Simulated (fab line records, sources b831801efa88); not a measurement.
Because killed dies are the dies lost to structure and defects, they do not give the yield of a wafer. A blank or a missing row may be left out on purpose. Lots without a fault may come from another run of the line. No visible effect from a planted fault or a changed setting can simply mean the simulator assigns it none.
Comparing a struck lot with a sound one / flow sky130 / 35 out of 708 route steps
Sound: these wafers, L577.1, L577.5, L577.6. Struck: wafers L579.2, L579.3. (L579.1 of the same lot was not struck and is left out.) The cause comes at the end.
At each step with rows: each side's tool, then ch and its chambers, then its first start. Under that, the readings that differ: sound wafers / struck wafers / difference of the means / sigmas: that difference in standard deviations of wafers without a fault.
alike: a reading whose means differ by less than 2 such deviations, as well as words and numbers matching on both sides. not compared: withheld readings; readings where some wafer has no value; bounds like >300 that might hide an equal value; numbers whose values overlap and for which the record gives no deviation.
A row with sigmas, a row that says differs or no value, or rows on one side alone: a step with any of these is where the two part. Non-overlapping numbers with no deviation appear without sigmas and do not part them. A reading missing from all wafers of one side parts the sides only when that side holds two or more wafers.

first, 10 steps without rows for these wafers: SKY_METAL2_DEHYDRATE_07 (time 60 s); SKY_METAL2_HMDS_08 (prime time 60 s); SKY_METAL2_COAT_09 (resist thk 60 nm); SKY_METAL2_COAT_10 (resist thk 450 nm); SKY_METAL2_SOFTBAKE_11 (time 90 s); SKY_METAL2_EXPOSE_12 (exposes mask MM2, target cd 140 nm); SKY_METAL2_PEB_13; SKY_METAL2_DEVELOP_14 (develop time 60 s); SKY_METAL2_DESCUM_17 (chemistry O2, time 8 s); SKY_METAL2_ETCH_18 (etches BARC in N2/H2, stops on SiO2, time 45.9 s, target depth 60 nm).
SKY_METAL2_METAL_ETCH_19: etches the open film in Cl2/BCl3, stops on SiO2, target depth 360 nm, time 78 s.
  sound on rie_metal-01 ch 0,1, day 37 11:23; struck on rie_metal-01 ch 0, day 38 01:35
  alike: bias_w, drypump_motor_current_A, oes_product_au, throttle_valve_pct
  not compared: rf_hours_counter_h
then, 23 steps without rows for these wafers: SKY_METAL2_STRIP_20 (strips in O2/N2); SKY_METAL2_STRIP_21 (strips in post etch residue remover, time 1200 s); SKY_METAL2_CLEAN_22 (cleans in IPA, time 180 s); SKY_METAL2_CLEAN_23 (cleans in O3/DIW); SKY_VIA2_HDPCVD_00 (deposits SiO2, target thk 1180 nm, time 196.7 s); SKY_VIA2_CMP_02 (polishes SiO2); SKY_VIA2_DEHYDRATE_04 (time 60 s); SKY_VIA2_HMDS_05 (prime time 60 s); SKY_VIA2_COAT_06 (resist thk 60 nm); SKY_VIA2_COAT_07 (resist thk 450 nm); SKY_VIA2_SOFTBAKE_08 (time 90 s); SKY_VIA2_EXPOSE_09 (exposes mask VIM2, target cd 200 nm); SKY_VIA2_PEB_10; SKY_VIA2_DEVELOP_11 (develop time 60 s); SKY_VIA2_ETCH_14 (etches BARC in N2/H2, stops on SiO2, time 45.9 s, target depth 60 nm); SKY_VIA2_ETCH_15 (etches SiO2 in C4F8/O2/Ar, stops on TiN, target depth 546 nm, time 84 s); SKY_VIA2_STRIP_16 (strips in O2/N2); SKY_VIA2_STRIP_17 (strips in post etch residue remover, time 1200 s); SKY_VIA2_CLEAN_18 (cleans in IPA, time 180 s); SKY_VIA2_CLEAN_19 (cleans in O3/DIW); SKY_VIA2_SPUTTER_20 (material TiN, target thk 20 nm, time 80 s); SKY_VIA2_CVD_21 (deposits W, target thk 420 nm, time 126.4 s); SKY_VIA2_CMP_24 (polishes, stops on SiO2, t overpolish 20 s, target thk 0 nm).
-- the record jumps here: 10 days lie between the struck wafers' starts before and after (it left off in module VIA2 and takes up again in module PAD_OPEN, whose first step shown is number 708 of the route) --
SKY_PAD_OPEN_PROBE_99:
  the record has rows for the struck wafers here (prober-01, day 47 23:52) and none for the sound ones

## WHERE THEY PART
SKY_PAD_OPEN_PROBE_99 only, going by this record.

WHY: what the simulator had put in
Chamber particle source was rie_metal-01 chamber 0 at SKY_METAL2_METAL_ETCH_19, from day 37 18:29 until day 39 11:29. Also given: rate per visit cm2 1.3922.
